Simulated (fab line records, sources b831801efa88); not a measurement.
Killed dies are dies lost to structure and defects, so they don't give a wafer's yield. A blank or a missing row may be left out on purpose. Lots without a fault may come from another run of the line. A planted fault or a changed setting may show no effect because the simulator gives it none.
fab line records | flow sky130
record lots=5 wafers=15 last_day=50
route steps=708 shown VIA2@509 PAD_OPEN@708
lots that met no fault: from a run of the same line without faults
start_h: hours from the record's first day to the start of the lot's first wafer shown | wait_h: hours since the lot's step before | " the same as in the row above | L1.1+2: a row that stands for several wafers | - no value, or no start given | * or withheld: withheld | < > ~ a bound
route shown NAME@n: a module of which the file shows steps, and the number in the route of the first | usual: mean/standard deviation of fault-free wafers | same: alike in all rows | chamber/n: place in a boat | sites: the reading at each site | _std_site: their standard deviation | _edge_site: outer sites' mean less inner sites' | radius_mm: how far each site lies from the wafer's centre | mask NAME#n: copy n | behind: the tool/chamber that last shaped the wafer | hold: why the lot was held/for how many hours/how that ended | device: the transistor (n, p or np) that didn't switch | end of line: the same wafers' tests at the end of the route | a step without rows: its recipe alone | killed: dies lost to structure and defects at the first sort, not the wafer's yield | map: a wafer's dies, x killed, . not, _ none there
set.NAME: the setting as run; set.NAME@STEP: as run at that earlier step | model.NAME: the simulator's own value behind a step, which no gauge read
lots at some steps of the route; a table a step, a row a wafer
services: from which hour (start_h, from the record's first day; less than 0 if before it) a tool's chamber was out of use, for how many hours, and why
## steps
# step SKY_VIA2_CMP_02
# recipe material=SiO2 down_force_psi=4 platen_rpm=60 pad_velocity_m_s=0.94248
# usual motor_current_A=12.3/1.3 slurry_filter_dp_kPa=13.50/0.12
# columns lot.wafer tool chamber start_h wait_h motor_current_A slurry_filter_dp_kPa
L479.3 cmp-02 0 838.11 0.0 11.3 13.61
L479.4 " 3 " " 12.9 13.40
L479.5 " 0 " " 11.1 13.49
L483.4 cmp-02 1 879.68 0.4 10.6 13.59
L483.6 " 2 " " 15.2 13.57
L483.5 " 3 " " 13.1 13.54
L490.4 cmp-02 3 927.78 0.3 12.5 13.60
L490.2 " 0 " " 11.6 13.41
L490.5 " 0 " " 11.2 13.73
L493.3 cmp-01 2 949.89 0.0 11.9 13.40
L493.1 " 0 " " 13.7 13.49
L493.5 " 3 " " 12.0 13.37
L494.3 cmp-01 2 995.60 0.0 11.5 13.56
L494.1 " 1 " " 13.0 13.52
L494.5 " 3 " " 11.8 13.42
# step SKY_VIA2_BOW_MEAS_03
# recipe mode=bow
# usual VIA2_BOW=85/7.3
# columns lot.wafer tool chamber start_h wait_h VIA2_BOW[um]
L479.3 film_metro-03 - 838.45 0.3 94
L479.4 " - " " 82
L479.5 " - " " 86
L483.4 film_metro-04 - 879.89 0.2 88
L483.5 " - " " 96
L483.6 " - " " 65
L490.2 film_metro-04 - 928.10 0.2 82
L490.4 " - " " 82
L490.5 " - " " 78
L493.1 film_metro-03 - 950.19 0.1 87
L493.3 " - " " 81
L493.5 " - " " 89
L494.1 film_metro-04 - 995.90 0.1 99
L494.3 " - " " 84
L494.5 " - " " 92
# step SKY_VIA2_DEHYDRATE_04
# recipe temp_c=200 time_s=60
# step SKY_VIA2_HMDS_05
# recipe prime_time_s=60 prime_temp_c=120
# step SKY_VIA2_COAT_06
# recipe resist=BARC temp_c=withheld time_s=withheld spin_rpm=3000 resist_thk_nm=60
# step SKY_VIA2_COAT_07
# recipe resist=KrF-thick spin_rpm=3000 resist_thk_nm=450
# step SKY_VIA2_SOFTBAKE_08
# recipe temp_c=100 time_s=90 resist=KrF-thick
# step SKY_VIA2_EXPOSE_09
# recipe mask_id=VIM2 na=0.8 source_shape=annular sigma_inner=0.55 sigma_outer=0.85 target_cd_nm=200 dose_mj=38
# step SKY_VIA2_PEB_10
# recipe peb_temp_c=withheld peb_time_s=withheld resist=KrF-thick
# step SKY_VIA2_DEVELOP_11
# recipe develop_time_s=60 resist=KrF-thick dev_temp_c=21
# step SKY_VIA2_CD_MEAS_12
# recipe target_cd_nm=200
# usual cd_nm=199.6/1.6
# columns lot.wafer tool chamber start_h wait_h cd_nm
L479.3 cd_sem-02 - 864.57 - 199.6
L479.4 " - " " 200.5
L479.5 " - " " 199.0
L483.4 cd_sem-01 - 904.62 - 198.9
L483.5 " - " " 200.7
L483.6 " - " " 200.4
L490.2 cd_sem-02 - 953.38 - 200.1
L490.4 " - " " 199.1
L490.5 " - " " 198.1
L493.1 cd_sem-02 - 973.93 - 200.2
L493.3 " - " " 200.7
L493.5 " - " " 200.9
L494.1 cd_sem-01 - 1019.33 - 200.7
L494.3 " - " " 201.9
L494.5 " - " " 201.8
# step SKY_VIA2_OVL_MEAS_13
# usual VIA2_OVL=3/5.4
# columns lot.wafer tool chamber start_h wait_h VIA2_OVL[nm]
L479.3 overlay-02 - 864.66 0.1 7
L479.4 " - " " 2
L479.5 " - " " 4
L483.4 overlay-01 - 904.70 0.1 5
L483.5 " - " " 9
L483.6 " - " " 8
L490.2 overlay-02 - 953.49 0.1 13
L490.4 " - " " 4
L490.5 " - " " 8
L493.1 overlay-01 - 974.05 0.1 7
L493.3 " - " " 9
L493.5 " - " " 7
L494.1 overlay-02 - 1019.45 0.1 -1
L494.3 " - " " -8
L494.5 " - " " -8
# step SKY_VIA2_ETCH_14
# recipe chemistry=N2/H2 target=BARC ion_energy_ev=200 source_w=500 bias_w=100 pressure_mtorr=30 n2_flow_sccm=100 h2_flow_sccm=200 stop_on=SiO2 time_s=45.9 target_depth_a=600
# usual drypump_motor_current_A=5.5/0.45 oes_product_au=0.854/0.0051 rf_fwd_power_W=494.7/2.4 throttle_valve_pct=13.225/0.0098
# columns lot.wafer tool chamber start_h wait_h drypump_motor_current_A oes_product_au rf_fwd_power_W rf_hours_counter_h throttle_valve_pct model.KrF-thick_of_VIA2_COAT_07.thk_nm
L479.3 rie_diel-01 0 864.68 0.0 4.9 0.851 494.2 3 13.236 396.1
L479.4 " 1 " " 6.0 0.856 493.8 2 13.222 394
L479.5 " 2 " " 6.2 0.851 497.2 - 13.222 394.8
L483.4 rie_diel-04 3 904.72 0.0 5.2 0.854 495.7 10 13.222 394.8
L483.5 " 0 " " 5.7 0.846 495.1 - 13.223 395.5
L483.6 " 3 " " 5.2 0.853 496.0 - 13.222 394.2
L490.2 rie_diel-01 1 953.52 0.0 6.0 0.856 494.6 6 13.234 390.2
L490.4 " 2 " " 6.3 0.845 498.6 5 13.217 392.5
L490.5 " 2 " " 6.2 0.854 497.6 - 13.213 390.7
L493.1 rie_diel-04 0 974.08 0.0 5.6 0.850 494.2 7 13.208 391.5
L493.3 " 1 " " 4.9 0.853 573.4 14 13.219 386
L493.5 " 3 " " 5.2 0.856 496.6 - 13.212 392
L494.1 rie_diel-03 2 1019.48 0.0 5.4 0.845 495.0 24 13.223 391.9
L494.3 " 1 " " 5.9 0.860 497.0 25 13.217 394.8
L494.5 " 3 " " 4.9 0.858 495.8 - 13.219 393.7
# step SKY_VIA2_ETCH_15
# recipe target=SiO2 chemistry=C4F8/O2/Ar target_depth_nm=546 stop_on=TiN mask_material=KrF-thick source_w=1500 bias_w=1200 pressure_mtorr=40 c4f8_flow_sccm=withheld O2_flow_sccm=6 Ar_flow_sccm=300 time_s=84
# usual oes_product_au=0.939/0.0044 rf_fwd_power_W=1489/6.1
# columns lot.wafer tool chamber start_h wait_h oes_product_au rf_fwd_power_W rf_hours_counter_h model.KrF-thick_of_VIA2_COAT_07.thk_nm
L479.3 rie_diel-01 0 864.73 0.0 0.943 1486 3 284.5
L479.4 " 1 " " 0.942 1493 2 282.8
L479.5 " 2 " " 0.936 1499 - 282.8
L483.4 rie_diel-04 3 904.76 0.0 0.932 1491 10 284.9
L483.5 " 0 " " 0.937 1490 - 286.9
L483.6 " 3 " " 0.931 1499 - 283.8
L490.2 rie_diel-01 1 953.56 0.0 0.939 1489 6 281
L490.4 " 2 " " 0.937 1494 5 281.3
L490.5 " 2 " " 0.943 1482 - 279.2
L493.1 rie_diel-04 0 974.13 0.0 0.938 1486 7 284.3
L493.3 " 1 " " 0.940 1480 14 279.1
L493.5 " 3 " " 0.945 1503 - 284.2
L494.1 rie_diel-03 2 1019.53 0.0 0.936 1493 24 281.2
L494.3 " 1 " " 0.942 1487 25 284.8
L494.5 " 3 " " 0.936 1487 - 283.4
# step SKY_VIA2_STRIP_16
# recipe chemistry=O2/N2 power_w=1400 pressure_mtorr=1500 platen_temp_c=withheld o2_flow_sccm=3000 n2_flow_sccm=300 overash_fraction=0.5
# usual drypump_motor_current_A=5.6/0.38 oes_product_au=0.399/0.005 strip_time_to_endpoint_s=4.037/0.029
# columns lot.wafer tool chamber start_h wait_h drypump_motor_current_A oes_product_au rf_hours_counter_h strip_time_to_endpoint_s
L479.3 plasma_asher-01 0 864.82 0.1 5.0 0.401 - 4.068
L479.4 " 1 " " 5.8 0.407 - 4.045
L479.5 " 0 " " 5.0 0.404 - 4.050
L483.4 plasma_asher-04 1 904.86 0.1 5.8 0.394 - 4.060
L483.5 " 0 " " 6.0 0.400 - 4.071
L483.6 " 1 " " 5.8 0.401 - 4.065
L490.2 plasma_asher-04 1 953.62 0.0 5.8 0.404 16 4.025
L490.4 " 1 " " 5.8 0.394 - 4.025
L490.5 " 1 " " 5.7 0.396 - 4.000
L493.1 plasma_asher-04 0 974.19 0.0 6.0 0.389 18 4.055
L493.3 " 0 " " 6.0 0.397 - 3.996
L493.5 " 0 " " 6.0 0.399 - 4.047
L494.1 plasma_asher-04 0 1019.59 0.0 6.0 0.403 22 4.010
L494.3 " 0 " " 6.0 0.408 - 4.055
L494.5 " 1 " " 5.8 0.397 - 4.043
# step SKY_PAD_OPEN_PROBE_99
# usual defect_limited_yield=82.6/1.9 killed_at_M0_to_M3=43/7.3 killed_at_M4_up=3.0/2 killed_at_contacts=24/5.2 killed_at_front_end=15/4.4 killed_at_other=0.2/0.48 killed_dies=86/9.1 killed_open=47/7.3 killed_short=38/6.4 sort_bin_3_pad_short=0.8/0.38 sort_bin_5_function=10.5/1.4 sort_bin_6_memory=6.1/1.1 sort_n_pass=406/9.1 sort_yield_pct=82.6/1.9
# same gross_dies=492 killed_at_back_side=0 sort_bin_4_leakage[%]=0 sort_bin_8_speed[%]=0
# columns lot.wafer tool chamber start_h wait_h defect_limited_yield[%] killed_at_M0_to_M3 killed_at_M4_up killed_at_contacts killed_at_front_end killed_at_other killed_dies killed_open killed_short sort_bin_3_pad_short[%] sort_bin_5_function[%] sort_bin_6_memory[%] sort_n_pass sort_yield_pct[%]
L479.3 prober-02 - 1090.64 0.2 81.5 35 2 38 16 0 91 62 29 0.4 11.6 6.5 401 81.5
L479.4 prober-02 - 1090.69 0.2 81.1 44 6 29 13 1 93 49 41 0.6 11.4 6.9 399 81.1
L479.5 prober-02 - 1090.74 0.2 78.9 44 3 36 20 1 104 45 56 1.6 12.0 7.5 388 78.9
L493.1 prober-02 - 1171.46 0.1 83.5 49 2 19 11 0 81 45 35 0.6 9.6 6.3 411 83.5
L493.3 prober-02 - 1171.56 0.2 83.1 39 3 26 15 0 83 48 35 0.4 11.8 4.7 409 83.1
L493.5 prober-02 - 1171.66 0.2 81.9 56 2 23 8 0 89 48 41 1.2 10.4 6.5 403 81.9
# killed by level:class
L479.3 LI_CONTACT:geometric_particle:open=15 CONTACT:geometric_particle:open=12 VIA2:geometric_particle:open=9 VIA3:geometric_particle:open=8 FIELD_ISO:geometric_particle:open=6 VIA1:geometric_particle:open=6 METAL1:geometric_particle:short=4 LI_CONTACT:geometric_particle:short=4
L479.4 CONTACT:geometric_particle:open=15 METAL1:geometric_particle:short=9 VIA1:geometric_particle:open=9 VIA1:geometric_particle:short=9 VIA2:geometric_particle:open=6 LI_CONTACT:geometric_particle:open=6 METAL4:geometric_particle:short=4 FIELD_ISO:geometric_particle:open=3
L479.5 VIA1:geometric_particle:open=13 CONTACT:geometric_particle:open=10 CONTACT:geometric_particle:short=9 LI_CONTACT:geometric_particle:open=6 LI_CONTACT:geometric_particle:short=5 VIA1:geometric_particle:short=5 POLY_GATE:geometric_particle:short=5 LOCAL_INTERCONNECT:geometric_particle:short=5
L493.1 VIA1:geometric_particle:open=10 VIA2:geometric_particle:open=10 CONTACT:geometric_particle:open=9 VIA3:geometric_particle:open=6 CONTACT:geometric_particle:short=5 VIA1:geometric_particle:short=5 METAL2:geometric_particle:short=5 FIELD_ISO:geometric_particle:short=4
L493.3 CONTACT:geometric_particle:open=11 VIA1:geometric_particle:open=8 FIELD_ISO:geometric_particle:open=7 LI_CONTACT:geometric_particle:open=7 METAL3:geometric_particle:short=6 METAL1:geometric_particle:short=5 METAL2:geometric_particle:short=5 LOCAL_INTERCONNECT:geometric_particle:short=4
L493.5 VIA1:geometric_particle:open=10 VIA2:geometric_particle:open=9 METAL3:geometric_particle:short=8 LI_CONTACT:geometric_particle:open=8 CONTACT:geometric_particle:open=8 METAL2:geometric_particle:short=7 VIA2:geometric_particle:short=7 VIA3:geometric_particle:open=6
## services
# columns tool chamber start_h hours kind
rie_diel-03 0 814.49 3.9 repair
cmp-02 - 823.11 11.2 repair
rie_diel-01 0 831.11 1.8 repair
cmp-01 - 834.58 0.5 repair
rie_diel-03 0 836.57 2.6 repair
rie_diel-04 3 857.93 5.8 repair
rie_diel-01 3 870.69 12.8 repair
plasma_asher-04 - 874.93 2.8 pm
cmp-02 - 883.65 3.6 repair
rie_diel-04 - 885.17 0.2 repair
plasma_asher-04 - 886.86 0.9 repair
plasma_asher-04 - 887.14 0.8 repair
rie_diel-01 3 891.60 17.1 repair
plasma_asher-04 - 896.30 5.5 repair
rie_diel-04 0 921.37 3.0 repair
rie_diel-01 3 923.49 5.1 repair
rie_diel-04 2 925.24 4.4 repair
rie_diel-04 2 935.78 6.1 repair
plasma_asher-04 - 936.10 0.7 repair
rie_diel-04 3 944.63 1.8 repair
plasma_asher-04 - 958.26 5.8 repair
cmp-02 - 976.44 0.5 repair
rie_diel-01 0 1001.44 8.8 repair
cmp-02 - 1007.81 5.9 pm
## key
first_sign step=SKY_VIA2_ETCH_14 reading=rf_fwd_power_W direction=up sigmas=32 usual=494.7 struck=573.4
effect none on later readings
model_effect step=SKY_VIA2_ETCH_14 value=KrF-thick_of_VIA2_COAT_07.thk_nm without=392.1 struck=386
model_effect step=SKY_VIA2_ETCH_15 value=KrF-thick_of_VIA2_COAT_07.thk_nm without=285.2 struck=279.1
met_at SKY_VIA2_ETCH_14
struck_wafers L493.3
fault kind=process_parameter_drift tool=rie_diel-04 chamber=1 onset_h=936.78 steps=SKY_VIA2_ETCH_14 channel=source_w offset=80 shape=step end_h=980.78 acts_in=these_recipes_only stated=500
